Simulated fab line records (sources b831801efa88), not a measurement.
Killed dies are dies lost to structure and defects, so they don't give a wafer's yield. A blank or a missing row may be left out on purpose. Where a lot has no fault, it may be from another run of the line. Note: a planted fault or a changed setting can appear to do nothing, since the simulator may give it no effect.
fab line records	flow sky130	part 1 of 2: steps 1 to 28 of 38
record lots=5	wafers=15	last-day=50
route steps=708 shown METAL2@496 VIA2@507 METAL3@532
lots that met no fault: taken from a fault-free run of the same line
start-h: hours from the record's first day to the start of the lot's first wafer shown	wait-h: hours since the lot's step before	" unchanged from the row above	L1.1+2: one row covering several wafers at once	- either no value or no given start	* or withheld: withheld	< > ~ a bound
route shown NAME@n: names a module that has steps shown in the file, with the first one's number in the route	usual: mean/standard deviation taken from wafers without a fault	same: alike in all rows	chamber/n: place in a boat	sites: each site's reading	_std_site: standard deviation of those values	_edge_site: inner sites' mean taken away from outer sites' mean	radius-mm: how far each site lies from the wafer's centre	mask NAME#n: copy n	behind: the most recent tool/chamber to have shaped the wafer	hold: why the lot went on hold/how many hours it stayed there/how the hold came to an end	device: the n, p or np transistor that did not switch	end of line: the tests these same wafers got at the end of their route	for a step that has no rows: nothing shown but its recipe	killed: the dies lost at the first sort to structure and to defects; this is not the yield of the wafer	map: shows each die of a wafer: x if killed, . if not, _ if none is there
set.NAME: setting as actually run; set.NAME@STEP: the setting as run at that earlier step	model.NAME: the simulator's own value behind a step, which no gauge read
lots seen at some steps along the route; tables by step, rows by wafer
services: when a tool's chamber went out of use (start-h, in hours from the record's first day, below 0 if earlier), for how many hours, and the reason
## steps
# step SKY_METAL2_PEB_13
# recipe peb-temp-c=withheld	peb-time-s=withheld	resist=KrF-thick
lot.wafer	tool	chamber	start-h	wait-h
L074.1+4+5	litho-track-03	0	-	-
L075.2+4+5	litho-track-01	0	-	-
L086.3+5+6	litho-track-03	0	-	-
L092.1+4+6	litho-track-02	0	-	-
L095.1+4+6	litho-track-01	0	-	-
# step SKY_METAL2_DEVELOP_14
# recipe develop-time-s=60	resist=KrF-thick	dev-temp-c=21
# same develop-time-s=60
lot.wafer	tool	chamber	start-h	wait-h
L074.1+4+5	litho-track-03	0	-	-
L075.2+4+5	litho-track-01	0	-	-
L086.3+5+6	litho-track-03	0	-	-
L092.1+4+6	litho-track-02	0	-	-
L095.1+4+6	litho-track-01	0	-	-
# step SKY_METAL2_CD_MEAS_15
# recipe target-cd-nm=140
# usual cd-nm=140.0/1.4
lot.wafer	tool	chamber	start-h	wait-h	cd-nm
L074.1	cd-sem-02	-	814.42	-	138.6
L074.4	"	-	"	"	139.3
L074.5	"	-	"	"	139.8
L075.2	cd-sem-02	-	826.99	-	140.0
L075.4	"	-	"	"	140.6
L075.5	"	-	"	"	139.2
L086.3	cd-sem-01	-	916.31	-	138.4
L086.5	"	-	"	"	140.0
L086.6	"	-	"	"	138.8
L092.1	cd-sem-02	-	969.65	-	141.7
L092.4	"	-	"	"	140.5
L092.6	"	-	"	"	141.7
L095.1	cd-sem-02	-	978.87	-	138.6
L095.4	"	-	"	"	137.9
L095.6	"	-	"	"	139.0
# step SKY_METAL2_OVL_MEAS_16
# usual METAL2_OVL=1/5.4
lot.wafer	tool	chamber	start-h	wait-h	METAL2_OVL[nm]
L074.1	overlay-02	-	814.54	0.1	-4
L074.4	"	-	"	"	-2
L074.5	"	-	"	"	-5
L075.2	overlay-01	-	827.09	0.1	4
L075.4	"	-	"	"	6
L075.5	"	-	"	"	11
L086.3	overlay-01	-	916.41	0.1	-2
L086.5	"	-	"	"	-5
L086.6	"	-	"	"	7
L092.1	overlay-02	-	969.77	0.1	0
L092.4	"	-	"	"	0
L092.6	"	-	"	"	3
L095.1	overlay-02	-	978.99	0.1	0
L095.4	"	-	"	"	2
L095.6	"	-	"	"	4
# step SKY_METAL2_DESCUM_17
# recipe chemistry=O2	source-power-w=150	bias-power-w=0	pressure-mtorr=10	temp-c=40	time-s=8
# usual drypump-motor-current-A=5.77/0.26	oes-product-au=0.994/0.0077
lot.wafer	tool	chamber	start-h	wait-h	drypump-motor-current-A	oes-product-au	rf-hours-counter-h
L074.1	rie-metal-03	0	814.58	0.0	5.37	1.005	15
L074.4	"	1	"	"	6.06	0.992	-
L074.5	"	1	"	"	6.07	0.997	-
L075.2	rie-metal-04	1	827.12	0.0	6.02	0.992	7
L075.4	"	0	"	"	5.70	0.993	-
L075.5	"	0	"	"	5.68	0.993	-
L086.3	rie-metal-04	1	916.44	0.0	6.02	0.977	-
L086.5	"	0	"	"	5.68	0.998	-
L086.6	"	1	"	"	6.04	0.980	-
L092.1	rie-metal-03	1	969.80	0.0	6.06	0.988	19
L092.4	"	0	"	"	5.34	0.993	-
L092.6	"	0	"	"	5.35	0.994	-
L095.1	rie-metal-04	0	979.02	0.0	5.70	0.997	16
L095.4	"	0	"	"	5.69	0.992	-
L095.6	"	0	"	"	5.71	0.993	-
# step SKY_METAL2_ETCH_18
# recipe chemistry=N2/H2	target=BARC	ion-energy-ev=200	bias-w=100	pressure-mtorr=30	n2-flow-sccm=100	h2-flow-sccm=200	icp-w=500	stop-on=SiO2	time-s=45.9	target-depth-a=600
# usual drypump-motor-current-A=5.78/0.26	n2-flow-sccm=99.95/0.3	oes-product-au=0.855/0.0045	throttle-valve-pct=13.224/0.0087
lot.wafer	tool	chamber	start-h	wait-h	drypump-motor-current-A	n2-flow-sccm	oes-product-au	rf-hours-counter-h	throttle-valve-pct
L074.1	rie-metal-03	0	814.61	0.0	5.39	99.99	0.855	15	13.228
L074.4	"	1	"	"	6.07	99.44	0.860	-	13.216
L074.5	"	1	"	"	6.04	99.83	0.855	-	13.235
L075.2	rie-metal-04	1	827.15	0.0	6.04	100.14	0.847	7	13.229
L075.4	"	0	"	"	5.71	99.92	0.849	-	13.217
L075.5	"	0	"	"	5.73	100.09	0.851	-	13.221
L086.3	rie-metal-04	1	916.48	0.0	6.01	99.70	0.851	-	13.237
L086.5	"	0	"	"	5.69	100.05	0.862	-	13.223
L086.6	"	1	"	"	6.05	99.85	0.859	-	13.223
L092.1	rie-metal-03	1	969.84	0.0	6.05	99.53	0.844	19	13.219
L092.4	"	0	"	"	5.37	100.42	0.853	-	13.231
L092.6	"	0	"	"	5.39	99.94	0.852	-	13.223
L095.1	rie-metal-04	0	979.05	0.0	5.69	99.83	0.860	16	13.228
L095.4	"	0	"	"	5.70	99.88	0.856	-	13.220
L095.6	"	0	"	"	5.68	99.90	0.852	-	13.225
# step SKY_METAL2_METAL_ETCH_19
# recipe target-depth-a=3600	stop-on=SiO2	over-etch-frac=0.3	time-s=78	chemistry=Cl2/BCl3	resist-sidewall-deg=88	pressure-mtorr=10	icp-w=900	bias-w=48.5	Cl2_flow_sccm=60	bcl3-flow-sccm=30
# usual drypump-motor-current-A=5.77/0.26	oes-product-au=0.854/0.0055	throttle-valve-pct=22.264/0.0094
lot.wafer	tool	chamber	start-h	wait-h	drypump-motor-current-A	oes-product-au	rf-hours-counter-h	throttle-valve-pct
L074.1	rie-metal-03	0	814.67	0.0	5.35	0.847	15	22.275
L074.4	"	1	"	"	6.05	0.856	-	22.259
L074.5	"	1	"	"	6.03	0.847	-	22.247
L075.2	rie-metal-04	1	827.22	0.0	6.03	0.856	7	22.267
L075.4	"	0	"	"	5.69	0.862	-	22.273
L075.5	"	0	"	"	5.69	0.857	-	22.259
L086.3	rie-metal-04	1	916.55	0.1	6.02	0.854	-	22.247
L086.5	"	0	"	"	5.70	0.849	-	22.264
L086.6	"	1	"	"	6.04	0.852	-	22.263
L092.1	rie-metal-03	1	969.90	0.0	6.01	0.860	19	22.275
L092.4	"	0	"	"	5.37	0.857	-	22.274
L092.6	"	0	"	"	5.34	0.858	-	22.259
L095.1	rie-metal-04	0	979.12	0.0	5.68	0.857	16	22.275
L095.4	"	0	"	"	5.67	0.856	-	22.263
L095.6	"	0	"	"	5.69	0.857	-	22.269
# step SKY_METAL2_STRIP_20
# recipe chemistry=O2/N2	power-w=1400	pressure-mtorr=1500	platen-temp-c=withheld	o2-flow-sccm=3000	n2-flow-sccm=300	overash-fraction=0.5
# usual drypump-motor-current-A=5.8/0.5	n2-flow-sccm=299.9/0.82	oes-product-au=0.344/0.0051	strip-time-to-endpoint-s=2.72/0.035
lot.wafer	tool	chamber	start-h	wait-h	drypump-motor-current-A	n2-flow-sccm	oes-product-au	rf-hours-counter-h	strip-time-to-endpoint-s
L074.1	plasma-asher-01	1	814.76	0.1	5.4	301.0	0.344	8	2.69
L074.4	"	1	"	"	5.4	300.2	0.343	-	2.70
L074.5	"	1	"	"	5.4	301.0	0.343	-	2.70
L075.2	plasma-asher-01	0	827.31	0.1	6.1	299.4	0.348	9	2.75
L075.4	"	1	"	"	5.4	300.5	0.351	-	2.77
L075.5	"	1	"	"	5.4	301.4	0.341	-	2.73
L086.3	plasma-asher-03	0	916.65	0.1	5.0	299.7	0.348	-	2.74
L086.5	"	1	"	"	5.8	299.8	0.347	-	2.75
L086.6	"	0	"	"	5.0	300.0	0.357	-	2.76
L092.1	plasma-asher-03	1	969.99	0.1	5.8	299.8	0.337	119	2.70
L092.4	"	0	"	"	5.0	299.7	0.335	-	2.68
L092.6	"	0	"	"	5.0	300.7	0.343	-	2.71
L095.1	plasma-asher-01	0	979.21	0.1	6.1	299.3	0.339	26	2.73
L095.4	"	0	"	"	6.1	300.1	0.350	-	2.72
L095.6	"	0	"	"	6.1	299.4	0.348	-	2.74
# step SKY_METAL2_STRIP_21
# recipe chemistry=post-etch-residue-remover	time-s=1200	temp-c=72.5
lot.wafer	tool	chamber	start-h	wait-h
L074.1+4+5	wet-bench-01	3	814.86	0.1
L075.2+4+5	wet-bench-01	3	827.41	0.1
L086.3+5+6	wet-bench-03	0	916.71	0.0
L092.1+4+6	wet-bench-03	3	970.09	0.1
L095.1+4+6	wet-bench-01	3	979.31	0.1
# step SKY_METAL2_CLEAN_22
# recipe chemistry=IPA	time-s=180	temp-c=25
lot.wafer	tool	chamber	start-h	wait-h
L074.1+4+5	wet-bench-04	3	815.21	0.0
L075.2+4+5	wet-bench-04	0	827.75	0.0
L086.3+5+6	wet-bench-04	0	917.09	0.0
L092.1+4+6	wet-bench-04	3	970.43	0.0
L095.1+4+6	wet-bench-03	1	979.65	0.0
# step SKY_METAL2_CLEAN_23
# recipe chemistry=O3/DIW	dry=n2-spin
lot.wafer	tool	chamber	start-h	wait-h
L074.1+4+5	wet-bench-03	3	815.26	0.0
L075.2+4+5	wet-bench-03	0	827.81	0.0
L086.3+5+6	wet-bench-01	1	917.15	0.0
L092.1+4+6	wet-bench-03	0	970.49	0.0
L095.1+4+6	wet-bench-04	1	979.71	0.0
# step SKY_VIA2_HDPCVD_00
# recipe material=SiO2	target-thk-nm=1180	sigma-open-frac=0.3	time-s=196.7	temp-c=400	sih4-flow-sccm=60	pressure-mtorr=6
lot.wafer	tool	chamber	start-h	wait-h
L074.1+4+5	hdpcvd-01	1,2,0	815.36	0.0
L075.2+4+5	hdpcvd-01	1,2,1	827.90	0.0
L086.3+5+6	hdpcvd-01	0,2,1	917.24	0.0
L092.1+4+6	hdpcvd-02	0,1,2	970.58	0.0
L095.1+4+6	hdpcvd-01	0,0,1	979.80	0.0
# step SKY_VIA2_THK_MEAS_01
# recipe reads=SiO2_of_VIA2_HDPCVD_00
# usual VIA2_HDPCVD_THK=1177/12
lot.wafer	tool	chamber	start-h	wait-h	VIA2_HDPCVD_THK[nm]
L074.1	film-metro-03	-	815.48	0.1	1169
L074.4	"	-	"	"	1180
L074.5	"	-	"	"	1178
L075.2	film-metro-04	-	828.03	0.1	1193
L075.4	"	-	"	"	1194
L075.5	"	-	"	"	1206
L086.3	film-metro-01	-	917.38	0.1	1190
L086.5	"	-	"	"	1177
L086.6	"	-	"	"	1179
L092.1	film-metro-04	-	970.71	0.1	1167
L092.4	"	-	"	"	1157
L092.6	"	-	"	"	1143
L095.1	film-metro-01	-	979.93	0.1	1165
L095.4	"	-	"	"	1164
L095.6	"	-	"	"	1152
# step SKY_VIA2_CMP_02
# recipe material=SiO2	down-force-psi=4	platen-rpm=60	pad-velocity-m-s=0.94248
# usual motor-current-A=12.1/1.1	slurry-filter-dp-kPa=13.48/0.14	slurry-flow-ml-min=150.0/0.47
lot.wafer	tool	chamber	start-h	wait-h	motor-current-A	slurry-filter-dp-kPa	slurry-flow-ml-min
L074.1	cmp-02	1	815.59	0.1	12.7	13.47	150.0
L074.4	"	2	"	"	11.4	13.58	149.3
L074.5	"	1	"	"	13.3	13.35	149.7
L075.2	cmp-01	0	828.08	0.0	12.0	13.57	150.1
L075.4	"	2	"	"	12.7	13.57	149.9
L075.5	"	1	"	"	12.6	13.30	149.9
L086.3	cmp-01	3	917.42	0.0	10.5	13.43	149.2
L086.5	"	3	"	"	10.8	13.32	149.3
L086.6	"	0	"	"	11.5	13.64	149.9
L092.1	cmp-02	3	970.82	0.1	11.2	13.64	150.5
L092.4	"	1	"	"	13.1	13.81	150.5
L092.6	"	2	"	"	10.6	13.24	150.0
L095.1	cmp-02	2	979.99	0.1	10.6	13.28	150.1
L095.4	"	0	"	"	14.0	13.50	149.8
L095.6	"	3	"	"	10.9	13.60	150.0
# step SKY_VIA2_BOW_MEAS_03
# recipe mode=bow
# usual VIA2_BOW=85/7.9
lot.wafer	tool	chamber	start-h	wait-h	VIA2_BOW[um]
L074.1	film-metro-03	-	815.84	0.2	81
L074.4	"	-	"	"	78
L074.5	"	-	"	"	79
L075.2	film-metro-03	-	828.40	0.3	86
L075.4	"	-	"	"	76
L075.5	"	-	"	"	89
L086.3	film-metro-01	-	917.76	0.3	85
L086.5	"	-	"	"	97
L086.6	"	-	"	"	97
L092.1	film-metro-01	-	971.07	0.2	83
L092.4	"	-	"	"	78
L092.6	"	-	"	"	77
L095.1	film-metro-04	-	980.29	0.2	66
L095.4	"	-	"	"	80
L095.6	"	-	"	"	73
# step SKY_VIA2_DEHYDRATE_04
# recipe temp-c=200	time-s=60
lot.wafer	tool	chamber	start-h	wait-h
L074.1+4+5	litho-track-04	0	828.79	12.9
L075.2+4+5	litho-track-02	0	841.07	12.6
L086.3+5+6	litho-track-04	0	929.54	11.8
L092.1+4+6	litho-track-03	0	982.47	11.4
L095.1+4+6	litho-track-02	0	991.20	10.9
# step SKY_VIA2_HMDS_05
# recipe prime-time-s=60	prime-temp-c=120
# usual prime-temp-c=119.99/0.12
lot.wafer	tool	chamber	start-h	wait-h	prime-temp-c
L074.1	litho-track-04	0	828.94	0.1	119.93
L074.4	"	0	"	"	119.95
L074.5	"	0	"	"	120.04
L075.2	litho-track-02	0	841.22	0.1	119.88
L075.4	"	0	"	"	119.98
L075.5	"	0	"	"	119.99
L086.3	litho-track-04	0	929.69	0.1	120.14
L086.5	"	0	"	"	119.93
L086.6	"	0	"	"	120.27
L092.1	litho-track-03	0	982.62	0.1	120.09
L092.4	"	0	"	"	119.95
L092.6	"	0	"	"	119.83
L095.1	litho-track-02	0	991.35	0.1	119.87
L095.4	"	0	"	"	119.98
L095.6	"	0	"	"	120.04
# step SKY_VIA2_COAT_06
# recipe resist=BARC	temp-c=withheld	time-s=withheld	spin-rpm=3000	resist-thk-nm=60
lot.wafer	tool	chamber	start-h	wait-h
L074.1+4+5	litho-track-04	0	829.09	0.1
L075.2+4+5	litho-track-02	0	841.37	0.1
L086.3+5+6	litho-track-04	0	929.84	0.1
L092.1+4+6	litho-track-03	0	982.77	0.1
L095.1+4+6	litho-track-02	0	991.50	0.1
# step SKY_VIA2_COAT_07
# recipe resist=KrF-thick	spin-rpm=3000	resist-thk-nm=450
lot.wafer	tool	chamber	start-h	wait-h
L074.1+4+5	litho-track-04	0	-	-
L075.2+4+5	litho-track-02	0	-	-
L086.3+5+6	litho-track-04	0	-	-
L092.1+4+6	litho-track-03	0	-	-
L095.1+4+6	litho-track-02	0	-	-
# step SKY_VIA2_SOFTBAKE_08
# recipe temp-c=100	time-s=90	resist=KrF-thick
lot.wafer	tool	chamber	start-h	wait-h
L074.1+4+5	litho-track-04	0	-	-
L075.2+4+5	litho-track-02	0	-	-
L086.3+5+6	litho-track-04	0	-	-
L092.1+4+6	litho-track-03	0	-	-
L095.1+4+6	litho-track-02	0	-	-
# step SKY_VIA2_EXPOSE_09
# recipe mask-id=VIM2	na=0.8	source-shape=annular	sigma-inner=0.55	sigma-outer=0.85	target-cd-nm=200	dose-mj=38
# same na=0.8
lot.wafer	tool	chamber	start-h	wait-h	mask
L074.1+4+5	krf-scanner-01	0	-	-	VIM2#0
L075.2+4+5	krf-scanner-01	0	-	-	VIM2#0
L086.3+5+6	krf-scanner-01	0	-	-	VIM2#0
L092.1+4+6	krf-scanner-02	0	-	-	VIM2#0
L095.1+4+6	krf-scanner-02	0	-	-	VIM2#0
# step SKY_VIA2_PEB_10
# recipe peb-temp-c=withheld	peb-time-s=withheld	resist=KrF-thick
lot.wafer	tool	chamber	start-h	wait-h
L074.1+4+5	litho-track-02	0	-	-
L075.2+4+5	litho-track-04	0	-	-
L086.3+5+6	litho-track-02	0	-	-
L092.1+4+6	litho-track-04	0	-	-
L095.1+4+6	litho-track-02	0	-	-
# step SKY_VIA2_DEVELOP_11
# recipe develop-time-s=60	resist=KrF-thick	dev-temp-c=21
# same develop-time-s=60
lot.wafer	tool	chamber	start-h	wait-h
L074.1+4+5	litho-track-02	0	-	-
L075.2+4+5	litho-track-04	0	-	-
L086.3+5+6	litho-track-02	0	-	-
L092.1+4+6	litho-track-04	0	-	-
L095.1+4+6	litho-track-02	0	-	-
# step SKY_VIA2_CD_MEAS_12
# recipe target-cd-nm=200
# usual cd-nm=199.8/1.3
lot.wafer	tool	chamber	start-h	wait-h	cd-nm
L074.1	cd-sem-02	-	842.80	-	200.0
L074.4	"	-	"	"	199.7
L074.5	"	-	"	"	199.7
L075.2	cd-sem-01	-	855.01	-	202.3
L075.4	"	-	"	"	201.1
L075.5	"	-	"	"	201.9
L086.3	cd-sem-02	-	942.69	-	197.9
L086.5	"	-	"	"	197.4
L086.6	"	-	"	"	198.1
L092.1	cd-sem-02	-	994.64	-	198.8
L092.4	"	-	"	"	199.1
L092.6	"	-	"	"	197.8
L095.1	cd-sem-02	-	1002.10	-	200.2
L095.4	"	-	"	"	200.2
L095.6	"	-	"	"	202.1
# step SKY_VIA2_OVL_MEAS_13
# usual VIA2_OVL=4/4.8
lot.wafer	tool	chamber	start-h	wait-h	VIA2_OVL[nm]
L074.1	overlay-02	-	842.92	0.1	-3
L074.4	"	-	"	"	6
L074.5	"	-	"	"	1
L075.2	overlay-01	-	855.11	0.1	-1
L075.4	"	-	"	"	7
L075.5	"	-	"	"	11
L086.3	overlay-02	-	942.78	0.1	0
L086.5	"	-	"	"	2
L086.6	"	-	"	"	3
L092.1	overlay-02	-	994.76	0.1	9
L092.4	"	-	"	"	3
L092.6	"	-	"	"	7
L095.1	overlay-01	-	1002.22	0.1	2
L095.4	"	-	"	"	3
L095.6	"	-	"	"	12
# step SKY_VIA2_ETCH_14
# recipe chemistry=N2/H2	target=BARC	ion-energy-ev=200	source-w=500	bias-w=100	pressure-mtorr=30	n2-flow-sccm=100	h2-flow-sccm=200	stop-on=SiO2	time-s=45.9	target-depth-a=600
# usual drypump-motor-current-A=5.6/0.58	n2-flow-sccm=100.02/0.29	oes-product-au=0.855/0.0045	throttle-valve-pct=13.225/0.009
lot.wafer	tool	chamber	start-h	wait-h	drypump-motor-current-A	n2-flow-sccm	oes-product-au	rf-hours-counter-h	throttle-valve-pct
L074.1	rie-diel-04	3	842.95	0.0	5.8	100.07	0.852	11	13.227
L074.4	"	0	"	"	5.1	99.75	0.854	26	13.239
L074.5	"	3	"	"	5.8	99.78	0.856	-	13.237
L075.2	rie-diel-04	3	855.14	0.0	5.8	99.94	0.856	12	13.226
L075.4	"	0	"	"	5.1	100.06	0.856	26	13.225
L075.5	"	2	"	"	5.6	100.44	0.850	-	13.219
L086.3	rie-diel-03	2	942.80	0.0	6.1	100.00	0.859	19	13.236
L086.5	"	0	"	"	4.9	99.58	0.856	-	13.233
L086.6	"	1	"	"	4.8	100.14	0.859	-	13.225
L092.1	rie-diel-03	0	994.79	0.0	4.9	100.11	0.859	16	13.220
L092.4	"	1	"	"	4.8	100.84	0.854	10	13.232
L092.6	"	2	"	"	6.1	99.67	0.856	-	13.223
L095.1	rie-diel-03	3	1002.25	0.0	5.7	100.16	0.853	14	13.222
L095.4	"	0	"	"	4.9	100.09	0.853	16	13.214
L095.6	"	0	"	"	4.9	99.99	0.863	-	13.219
# step SKY_VIA2_ETCH_15
# recipe target=SiO2	chemistry=C4F8/O2/Ar	target-depth-nm=546	stop-on=TiN	mask-material=KrF-thick	source-w=1500	bias-w=1200	pressure-mtorr=40	c4f8-flow-sccm=withheld	O2_flow_sccm=6	Ar_flow_sccm=300	time-s=84
# usual oes-product-au=0.939/0.0047
lot.wafer	tool	chamber	start-h	wait-h	oes-product-au
L074.1	rie-diel-04	3	842.99	0.0	0.943
L074.4	"	0	"	"	0.944
L074.5	"	3	"	"	0.940
L075.2	rie-diel-04	3	855.18	0.0	0.942
L075.4	"	0	"	"	0.943
L075.5	"	2	"	"	0.931
L086.3	rie-diel-03	2	942.85	0.0	0.944
L086.5	"	0	"	"	0.939
L086.6	"	1	"	"	0.935
L092.1	rie-diel-03	0	994.83	0.0	0.932
L092.4	"	1	"	"	0.933
L092.6	"	2	"	"	0.935
L095.1	rie-diel-03	3	1002.30	0.0	0.934
L095.4	"	0	"	"	0.942
L095.6	"	0	"	"	0.938
# step SKY_VIA2_STRIP_16
# recipe chemistry=O2/N2	power-w=1400	pressure-mtorr=1500	platen-temp-c=withheld	o2-flow-sccm=3000	n2-flow-sccm=300	overash-fraction=0.5
# usual drypump-motor-current-A=5.8/0.59	n2-flow-sccm=300.0/0.92	oes-product-au=0.399/0.0045	strip-time-to-endpoint-s=4.051/0.02
lot.wafer	tool	chamber	start-h	wait-h	drypump-motor-current-A	n2-flow-sccm	oes-product-au	rf-hours-counter-h	strip-time-to-endpoint-s
L074.1	plasma-asher-03	1	843.06	0.0	5.8	298.9	0.400	104	4.038
L074.4	"	0	"	"	5.0	299.8	0.398	-	4.039
L074.5	"	1	"	"	5.8	299.4	0.405	-	4.055
L075.2	plasma-asher-03	0	855.25	0.0	5.0	300.3	0.403	106	4.053
L075.4	"	1	"	"	5.8	299.6	0.394	-	4.051
L075.5	"	1	"	"	5.9	300.8	0.389	-	4.024
L086.3	plasma-asher-03	0	942.94	0.1	5.0	299.2	0.389	-	4.056
L086.5	"	0	"	"	5.0	298.6	0.390	-	4.048
L086.6	"	1	"	"	5.8	297.5	0.393	-	4.077
L092.1	plasma-asher-03	1	994.90	0.0	5.8	299.5	0.398	122	4.054
L092.4	"	1	"	"	5.8	300.9	0.398	-	4.085
L092.6	"	1	"	"	5.8	299.6	0.404	-	4.050
L095.1	plasma-asher-02	1	1002.36	0.0	6.3	300.6	0.398	63	4.067
L095.4	"	0	"	"	6.4	300.6	0.398	-	4.035
L095.6	"	0	"	"	6.4	301.0	0.401	-	4.048
